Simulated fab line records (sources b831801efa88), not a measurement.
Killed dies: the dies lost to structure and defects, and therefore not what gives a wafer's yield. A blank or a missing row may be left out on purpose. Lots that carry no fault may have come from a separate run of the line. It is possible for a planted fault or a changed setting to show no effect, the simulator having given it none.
fab line records | flow gf180mcu
record: lots: 13 | wafers: 39 | last-day: 34
route steps=602 shown NWELL@46 LVPWELL@65 HV_LDD@187
lots untouched by any fault: they come from a run of this same line in which no faults occurred
start-h: the number of hours between the record's first day and the start of the first shown wafer of the lot | wait-h: hours elapsed since this lot's preceding step | " the same as in the row above | L1.1+2: one row covering several wafers at once | - no value present, or no start provided | * or withheld: withheld | < > ~ a bound
route shown NAME@n: NAME is a module with steps in the file, n the number in the route of the first one | usual: average and standard deviation across the fault-free wafers | same: alike in all rows | chamber/n: place in a boat | sites: readings site by site | _std_site: standard deviation across them | _edge_site: outer sites' mean less inner sites' | radius-mm: for every site, how far away it sits from the centre of the wafer | mask NAME#n: copy n | behind: tool/chamber where the wafer was last shaped | hold: reason for holding the lot/hours on hold/outcome of the hold | device: the n, p or np transistor that did not switch | end of line: the same wafers' tests at the end of the route | a step given without rows: its recipe and nothing more | killed: dies lost to structure and defects at the first sort, not the wafer's yield | map: per-die view of a wafer (x killed, . not killed, _ where there is no die)
set.NAME: the setting as run; set.NAME@STEP: as run at that earlier step | model.NAME: the simulator's own value behind a step, which no gauge read
the route's steps for a sample of lots (tables are steps, rows are wafers)
services: when a tool's chamber went out of use (start-h, in hours from the record's first day, below 0 if earlier), for how many hours, and the reason
== steps ==
step: GF_NWELL_EXPOSE_04
recipe: mask-id: Nwell | target-cd-nm: 860 | na: 0.6 | source-shape: conventional | sigma-outer: 0.6 | dose-mj: 260
lot.wafer  | tool             | chamber | start-h | wait-h | mask
L611.1+3+4 | iline-stepper-02 | 0       | 56.04   | -      | Nwell#0
L612.1+2+5 | iline-stepper-01 | 0       | 60.51   | -      | Nwell#0
L613.2+3+5 | iline-stepper-02 | 0       | 64.11   | -      | Nwell#0
L614.1+5+6 | iline-stepper-02 | 0       | 69.09   | -      | Nwell#0
L616.1+3+6 | iline-stepper-01 | 0       | 81.55   | -      | Nwell#0
L618.1+4+5 | iline-stepper-01 | 0       | 92.24   | -      | Nwell#0
L619.1+3+5 | iline-stepper-02 | 0       | 98.37   | -      | Nwell#0
L621.4+5+6 | iline-stepper-01 | 0       | 109.65  | -      | Nwell#0
L624.2+3+5 | iline-stepper-02 | 0       | 125.36  | -      | Nwell#0
L625.1+4+5 | iline-stepper-01 | 0       | 128.91  | -      | LVPWELL#0
L629.3+4+5 | iline-stepper-02 | 0       | 151.20  | -      | Nwell#0
L631.1+2+6 | iline-stepper-01 | 0       | 161.94  | -      | Nwell#0
L633.1+2+6 | iline-stepper-02 | 0       | 176.42  | -      | Nwell#0
step: GF_NWELL_OVL_MEAS_07
usual: NWELL_OVL: -1.1/1
lot.wafer | tool       | chamber | start-h | wait-h | NWELL_OVL[nm]
L611.1    | overlay-02 | -       | 62.35   | -      | -0.5
L611.3    | "          | -       | "       | "      | -0.9
L611.4    | "          | -       | "       | "      | -0.7
L612.1    | overlay-02 | -       | 66.79   | -      | 1.1
L612.2    | "          | -       | "       | "      | -0.8
L612.5    | "          | -       | "       | "      | 0.2
L613.2    | overlay-02 | -       | 70.75   | -      | -1.2
L613.3    | "          | -       | "       | "      | -2.4
L613.5    | "          | -       | "       | "      | -1.5
L614.1    | overlay-02 | -       | 76.09   | -      | -2.1
L614.5    | "          | -       | "       | "      | -0.4
L614.6    | "          | -       | "       | "      | -0.1
L616.1    | overlay-02 | -       | 88.24   | -      | -2.9
L616.3    | "          | -       | "       | "      | -1.9
L616.6    | "          | -       | "       | "      | -1.2
L618.1    | overlay-01 | -       | 98.89   | -      | -1.5
L618.4    | "          | -       | "       | "      | -2.1
L618.5    | "          | -       | "       | "      | -1.7
L619.1    | overlay-02 | -       | 105.09  | -      | -0.1
L619.3    | "          | -       | "       | "      | -0.8
L619.5    | "          | -       | "       | "      | -0.7
L621.4    | overlay-01 | -       | 116.01  | -      | -1.7
L621.5    | "          | -       | "       | "      | -2.2
L621.6    | "          | -       | "       | "      | -2.4
L624.2    | overlay-01 | -       | 132.50  | -      | -2.2
L624.3    | "          | -       | "       | "      | -2.0
L624.5    | "          | -       | "       | "      | -2.0
L625.1    | overlay-02 | -       | 136.74  | -      | -
L625.4    | "          | -       | "       | "      | -
L625.5    | "          | -       | "       | "      | -
L629.3    | overlay-01 | -       | 158.95  | -      | -0.9
L629.4    | "          | -       | "       | "      | -0.6
L629.5    | "          | -       | "       | "      | 0.2
L631.1    | overlay-01 | -       | 169.89  | -      | -1.6
L631.2    | "          | -       | "       | "      | -2.1
L631.6    | "          | -       | "       | "      | -1.1
L633.1    | overlay-01 | -       | 184.55  | -      | -1.8
L633.2    | "          | -       | "       | "      | -2.4
L633.6    | "          | -       | "       | "      | -0.5
step: GF_NWELL_TW_MEAS_11
usual: NWELL_TW: 1568/23
lot.wafer | tool          | chamber | start-h | wait-h | NWELL_TW
L611.1    | film-metro-01 | -       | 62.78   | 0.1    | 1583
L611.3    | "             | -       | "       | "      | 1586
L611.4    | "             | -       | "       | "      | 1590
L612.1    | film-metro-01 | -       | 67.23   | 0.1    | 1584
L612.2    | "             | -       | "       | "      | 1588
L612.5    | "             | -       | "       | "      | 1598
L613.2    | film-metro-03 | -       | 71.19   | 0.1    | 1549
L613.3    | "             | -       | "       | "      | 1544
L613.5    | "             | -       | "       | "      | 1552
L614.1    | film-metro-01 | -       | 76.54   | 0.1    | 1601
L614.5    | "             | -       | "       | "      | 1599
L614.6    | "             | -       | "       | "      | 1597
L616.1    | film-metro-01 | -       | 88.68   | 0.1    | 1597
L616.3    | "             | -       | "       | "      | 1594
L616.6    | "             | -       | "       | "      | 1608
L618.1    | film-metro-01 | -       | 99.33   | 0.1    | 1590
L618.4    | "             | -       | "       | "      | 1594
L618.5    | "             | -       | "       | "      | 1583
L619.1    | film-metro-03 | -       | 105.52  | 0.1    | 1565
L619.3    | "             | -       | "       | "      | 1563
L619.5    | "             | -       | "       | "      | 1542
L621.4    | film-metro-02 | -       | 116.46  | 0.1    | 1544
L621.5    | "             | -       | "       | "      | 1537
L621.6    | "             | -       | "       | "      | 1529
L624.2    | film-metro-01 | -       | 132.94  | 0.1    | 1589
L624.3    | "             | -       | "       | "      | 1584
L624.5    | "             | -       | "       | "      | 1592
L625.1    | film-metro-02 | -       | 137.17  | 0.1    | 29
L625.4    | "             | -       | "       | "      | 29
L625.5    | "             | -       | "       | "      | 29
L629.3    | film-metro-02 | -       | 159.40  | 0.1    | 1537
L629.4    | "             | -       | "       | "      | 1530
L629.5    | "             | -       | "       | "      | 1535
L631.1    | film-metro-03 | -       | 170.32  | 0.1    | 1550
L631.2    | "             | -       | "       | "      | 1549
L631.6    | "             | -       | "       | "      | 1544
L633.1    | film-metro-01 | -       | 184.98  | 0.1    | 1577
L633.2    | "             | -       | "       | "      | 1590
L633.6    | "             | -       | "       | "      | 1585
step: GF_LVPWELL_TW_MEAS_11
usual: LVPWELL_TW: 558/8.2
lot.wafer | tool          | chamber | start-h | wait-h | LVPWELL_TW
L611.1    | film-metro-01 | -       | 76.48   | 0.1    | 566
L611.3    | "             | -       | "       | "      | 567
L611.4    | "             | -       | "       | "      | 567
L612.1    | film-metro-01 | -       | 81.58   | 0.1    | 570
L612.2    | "             | -       | "       | "      | 565
L612.5    | "             | -       | "       | "      | 566
L613.2    | film-metro-01 | -       | 84.59   | 0.1    | 566
L613.3    | "             | -       | "       | "      | 566
L613.5    | "             | -       | "       | "      | 565
L614.1    | film-metro-01 | -       | 89.37   | 0.1    | 568
L614.5    | "             | -       | "       | "      | 569
L614.6    | "             | -       | "       | "      | 571
L616.1    | film-metro-03 | -       | 102.83  | 0.1    | 552
L616.3    | "             | -       | "       | "      | 551
L616.6    | "             | -       | "       | "      | 551
L618.1    | film-metro-03 | -       | 113.93  | 0.1    | 551
L618.4    | "             | -       | "       | "      | 552
L618.5    | "             | -       | "       | "      | 551
L619.1    | film-metro-01 | -       | 120.82  | 0.1    | 567
L619.3    | "             | -       | "       | "      | 565
L619.5    | "             | -       | "       | "      | 565
L621.4    | film-metro-01 | -       | 131.56  | 0.1    | 564
L621.5    | "             | -       | "       | "      | 562
L621.6    | "             | -       | "       | "      | 562
L624.2    | film-metro-02 | -       | 148.44  | 0.1    | 547
L624.3    | "             | -       | "       | "      | 548
L624.5    | "             | -       | "       | "      | 546
L625.1    | film-metro-03 | -       | 153.23  | 0.1    | 1558
L625.4    | "             | -       | "       | "      | 1543
L625.5    | "             | -       | "       | "      | 1558
L629.3    | film-metro-02 | -       | 176.10  | 0.1    | 546
L629.4    | "             | -       | "       | "      | 550
L629.5    | "             | -       | "       | "      | 547
L631.1    | film-metro-03 | -       | 187.47  | 0.1    | 546
L631.2    | "             | -       | "       | "      | 551
L631.6    | "             | -       | "       | "      | 552
L633.1    | film-metro-03 | -       | 201.77  | 0.1    | 550
L633.2    | "             | -       | "       | "      | 554
L633.6    | "             | -       | "       | "      | 548
step: GF_VT_IMPLANT_RS_MEAS_48
recipe: thk-meas-gauge: four-point-probe
usual: LVPWELL_RS: 1196/3.1
lot.wafer | tool          | chamber | start-h | wait-h | LVPWELL_RS[ohm/sq]
L611.1    | film-metro-02 | -       | 166.38  | 0.1    | 1200
L611.3    | "             | -       | "       | "      | 1201
L611.4    | "             | -       | "       | "      | 1195
L612.1    | film-metro-03 | -       | 172.28  | 0.1    | 1200
L612.2    | "             | -       | "       | "      | 1202
L612.5    | "             | -       | "       | "      | 1200
L613.2    | film-metro-01 | -       | 177.59  | 0.1    | 1198
L613.3    | "             | -       | "       | "      | 1199
L613.5    | "             | -       | "       | "      | 1199
L614.1    | film-metro-01 | -       | 182.43  | 0.1    | 1194
L614.5    | "             | -       | "       | "      | 1195
L614.6    | "             | -       | "       | "      | 1193
L616.1    | film-metro-02 | -       | 197.28  | 0.1    | 1197
L616.3    | "             | -       | "       | "      | 1196
L616.6    | "             | -       | "       | "      | 1199
L618.1    | film-metro-02 | -       | 211.53  | 0.1    | 1198
L618.4    | "             | -       | "       | "      | 1197
L618.5    | "             | -       | "       | "      | 1199
L619.1    | film-metro-01 | -       | 220.28  | 0.1    | 1196
L619.3    | "             | -       | "       | "      | 1196
L619.5    | "             | -       | "       | "      | 1196
L621.4    | film-metro-02 | -       | 232.43  | 0.1    | 1198
L621.5    | "             | -       | "       | "      | 1198
L621.6    | "             | -       | "       | "      | 1199
L624.2    | film-metro-03 | -       | 251.49  | 0.1    | 1194
L624.3    | "             | -       | "       | "      | 1191
L624.5    | "             | -       | "       | "      | 1197
L625.1    | film-metro-01 | -       | 259.83  | 0.1    | 1202
L625.4    | "             | -       | "       | "      | 1198
L625.5    | "             | -       | "       | "      | 1200
L629.3    | film-metro-03 | -       | 284.02  | 0.1    | 1197
L629.4    | "             | -       | "       | "      | 1194
L629.5    | "             | -       | "       | "      | 1197
L631.1    | film-metro-02 | -       | 300.43  | 0.1    | 1193
L631.2    | "             | -       | "       | "      | 1195
L631.6    | "             | -       | "       | "      | 1195
L633.1    | film-metro-01 | -       | 317.23  | 0.1    | 1196
L633.2    | "             | -       | "       | "      | 1192
L633.6    | "             | -       | "       | "      | 1193
step: GF_HV_LDD_TW_MEAS_11
usual: HV_LDD_TW: 2393/34
lot.wafer | tool          | chamber | start-h | wait-h | HV_LDD_TW
L611.1    | film-metro-03 | -       | 224.85  | 0.1    | 2371
L611.3    | "             | -       | "       | "      | 2384
L611.4    | "             | -       | "       | "      | 2370
L612.1    | film-metro-03 | -       | 231.05  | 0.1    | 2376
L612.2    | "             | -       | "       | "      | 2379
L612.5    | "             | -       | "       | "      | 2382
L613.2    | film-metro-02 | -       | 237.81  | 0.1    | 2359
L613.3    | "             | -       | "       | "      | 2354
L613.5    | "             | -       | "       | "      | 2350
L614.1    | film-metro-03 | -       | 242.75  | 0.1    | 2391
L614.5    | "             | -       | "       | "      | 2365
L614.6    | "             | -       | "       | "      | 2375
L616.1    | film-metro-02 | -       | 258.40  | 0.1    | 2351
L616.3    | "             | -       | "       | "      | 2354
L616.6    | "             | -       | "       | "      | 2353
L618.1    | film-metro-01 | -       | 275.70  | 0.1    | 2433
L618.4    | "             | -       | "       | "      | 2435
L618.5    | "             | -       | "       | "      | 2436
L619.1    | film-metro-03 | -       | 285.00  | 0.1    | 2357
L619.3    | "             | -       | "       | "      | 2371
L619.5    | "             | -       | "       | "      | 2360
L621.4    | film-metro-03 | -       | 298.88  | 0.1    | 2371
L621.5    | "             | -       | "       | "      | 2369
L621.6    | "             | -       | "       | "      | 2392
L624.2    | film-metro-02 | -       | 316.76  | 0.1    | 2362
L624.3    | "             | -       | "       | "      | 2352
L624.5    | "             | -       | "       | "      | 2367
L625.1    | film-metro-01 | -       | 328.75  | 0.1    | 2422
L625.4    | "             | -       | "       | "      | 2432
L625.5    | "             | -       | "       | "      | 2415
L629.3    | film-metro-02 | -       | 358.23  | 0.1    | 2361
L629.4    | "             | -       | "       | "      | 2358
L629.5    | "             | -       | "       | "      | 2371
L631.1    | film-metro-01 | -       | 373.85  | 0.1    | 2430
L631.2    | "             | -       | "       | "      | 2437
L631.6    | "             | -       | "       | "      | 2427
L633.1    | film-metro-01 | -       | 392.25  | 0.1    | 2426
L633.2    | "             | -       | "       | "      | 2432
L633.6    | "             | -       | "       | "      | 2441
step: GF_HV_LDD_CD_MEAS_19
recipe: target-cd-nm: 400
usual: cd-nm: 399.7/2.3
lot.wafer | tool      | chamber | start-h | wait-h | cd-nm
L611.1    | cd-sem-01 | -       | 243.29  | 0.1    | 400.0
L611.3    | "         | -       | "       | "      | 399.8
L611.4    | "         | -       | "       | "      | 400.3
L612.1    | cd-sem-02 | -       | 249.00  | 0.1    | 397.1
L612.2    | "         | -       | "       | "      | 398.6
L612.5    | "         | -       | "       | "      | 398.7
L613.2    | cd-sem-01 | -       | 255.76  | 0.1    | 401.3
L613.3    | "         | -       | "       | "      | 399.8
L613.5    | "         | -       | "       | "      | 399.8
L614.1    | cd-sem-01 | -       | 261.65  | 0.2    | 398.3
L614.5    | "         | -       | "       | "      | 400.3
L614.6    | "         | -       | "       | "      | 400.1
L616.1    | cd-sem-01 | -       | 277.64  | 0.1    | 404.1
L616.3    | "         | -       | "       | "      | 401.2
L616.6    | "         | -       | "       | "      | 402.8
L618.1    | cd-sem-02 | -       | 294.89  | 0.1    | 401.2
L618.4    | "         | -       | "       | "      | 400.5
L618.5    | "         | -       | "       | "      | 403.0
L619.1    | cd-sem-02 | -       | 304.99  | 0.1    | 397.8
L619.3    | "         | -       | "       | "      | 397.4
L619.5    | "         | -       | "       | "      | 397.4
L621.4    | cd-sem-01 | -       | 319.50  | 0.1    | 394.1
L621.5    | "         | -       | "       | "      | 396.5
L621.6    | "         | -       | "       | "      | 399.0
L624.2    | cd-sem-02 | -       | 337.26  | 0.1    | 395.4
L624.3    | "         | -       | "       | "      | 400.8
L624.5    | "         | -       | "       | "      | 397.6
L625.1    | cd-sem-01 | -       | 350.04  | 0.1    | 395.1
L625.4    | "         | -       | "       | "      | 397.8
L625.5    | "         | -       | "       | "      | 394.9
L629.3    | cd-sem-01 | -       | 380.48  | 0.1    | 402.8
L629.4    | "         | -       | "       | "      | 401.9
L629.5    | "         | -       | "       | "      | 403.6
L631.1    | cd-sem-01 | -       | 396.74  | 0.1    | 398.6
L631.2    | "         | -       | "       | "      | 399.7
L631.6    | "         | -       | "       | "      | 400.8
L633.1    | cd-sem-01 | -       | 415.44  | 0.1    | 399.5
L633.2    | "         | -       | "       | "      | 400.2
L633.6    | "         | -       | "       | "      | 401.6
== services ==
tool             | chamber | start-h | hours | kind
iline-stepper-02 | -       | 46.09   | 1.7   | pm
iline-stepper-01 | -       | 61.41   | 4.4   | pm
iline-stepper-02 | -       | 76.94   | 0.8   | repair
== key ==
first-sign: step: GF_NWELL_EXPOSE_04 | reading: mask | direction: changed
effect: step: GF_NWELL_OVL_MEAS_07 | reading: NWELL_OVL | direction: missing
effect: step: GF_NWELL_TW_MEAS_11 | reading: NWELL_TW | direction: down | sigmas: 67 | usual: 1568 | struck: 29
effect: step: GF_LVPWELL_TW_MEAS_11 | reading: LVPWELL_TW | direction: up | sigmas: 99+ | usual: 558 | struck: 1553
met-at GF_NWELL_EXPOSE_04
struck-lots L625
sort-left-out L625.1,L625.4,L625.5
tester-left-out L625
not-acting-at GF_VT_IMPLANT_RS_MEAS_48,GF_HV_LDD_TW_MEAS_11,GF_HV_LDD_CD_MEAS_19
onset-between 109.65 128.91
fault: kind: wrong-mask | tool: any | chamber: - | onset-h: 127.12 | steps: GF_NWELL_EXPOSE_04 | aux-copy: LVPWELL#0 | scope: struck-lots-only
tester-left-out: of these lots the tester's yield and bins aren't shown, on N5 and GAA mostly nor the transistor test; their killed dies are dies lost to structure and defects alone, not to doping, threshold or leakage, so they don't give the yield
sort-left-out: the simulated sort isn't trusted on such a fault, so these wafers' sort isn't shown, and their yield isn't known
